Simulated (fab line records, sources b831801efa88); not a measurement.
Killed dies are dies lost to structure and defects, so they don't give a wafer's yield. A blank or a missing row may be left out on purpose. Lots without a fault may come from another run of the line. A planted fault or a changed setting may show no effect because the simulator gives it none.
A struck lot beside a sound one | flow sky130 | 15 steps out of a route of 708
Sound: wafers L691.3, L691.4, L691.6. Struck: wafers L705.1, L705.2, L705.3. The cause comes at the end.
At each step with rows: each side's tool, then ch and its chambers, then its first start. Under that, the readings that differ: sound wafers | struck wafers | difference of the means | sigmas: that difference in standard deviations of wafers without a fault.
alike: readings whose means differ by less than 2 such deviations, and words and numbers that are the same on both sides. not compared: withheld readings, readings that some wafer has no value for, bounds like >300 that may hide the same value, and numbers for which the record gives no deviation and whose values overlap.
The two part at a step that has a row with sigmas, a row that says differs or no value, or rows on one side only. Numbers that don't overlap but have no deviation are shown without sigmas and don't part them. A reading that every wafer of one side lacks parts them only if that side has two wafers or more.

first, 2 steps without rows for these wafers: SKY_DNWELL_DEVELOP_06 (develop time 60 s); SKY_DNWELL_IMPLANT_07.
SKY_DNWELL_STRIP_08: strips in O2/N2.
  sound on plasma_asher-02 ch 0,1, day 4 13:42; struck on plasma_asher-04 ch 0,1, day 7 13:22
  alike: drypump_motor_current_A, oes_product_au, strip_time_to_endpoint_s
  not compared: rf_hours_counter_h
SKY_DNWELL_TW_MEAS_09:
  sound on film_metro-03, day 4 13:47; struck on film_metro-02, day 7 13:28
  alike: DNWELL_TW
then, 7 steps without rows for these wafers: SKY_PWDE_DEHYDRATE_00 (time 60 s); SKY_PWDE_HMDS_01 (prime time 60 s); SKY_PWDE_COAT_02 (resist thk 3000 nm); SKY_PWDE_SOFTBAKE_03; SKY_PWDE_EXPOSE_04 (exposes mask PWDEM, target cd 840 nm); SKY_PWDE_PEB_05; SKY_PWDE_DEVELOP_06 (develop time 60 s).
SKY_PWDE_OVL_MEAS_07:
  sound on overlay-01, day 5 06:58; struck on overlay-01, day 8 09:25
  alike: PWDE_OVL
SKY_PWDE_IMPLANT_08:
  sound on implanter-02 ch 0, day 5 07:02; struck on implanter-02 ch 0, day 8 09:28
  reading                   | sound                | struck               | difference | sigmas
  beam_energy_keV           | 149.99 149.92 149.96 | 152.25 152.36 152.27 | +2.34      | +54
  model.implant.drp_nm (nm) | 97.97 97.97 97.97    | 98.57 98.57 98.57    | +0.60      |
  alike: dose_ions_cm2
SKY_PWDE_STRIP_09: strips in O2/N2.
  sound on plasma_asher-03 ch 0,1, day 5 07:11; struck on plasma_asher-04 ch 0,1, day 8 09:37
  alike: drypump_motor_current_A, oes_product_au, strip_time_to_endpoint_s
  not compared: rf_hours_counter_h
SKY_PAD_OPEN_PROBE_99:
  the record has rows for the sound wafers here (prober-01, day 47 09:25) and none for the struck ones

WHERE THEY PART
First at SKY_PWDE_IMPLANT_08; last, within this record, at SKY_PAD_OPEN_PROBE_99.

WHY: what the simulator had put in
Process parameter drift: implanter-02, from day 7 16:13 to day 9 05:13, at SKY_PWDE_IMPLANT_08. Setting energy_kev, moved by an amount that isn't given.
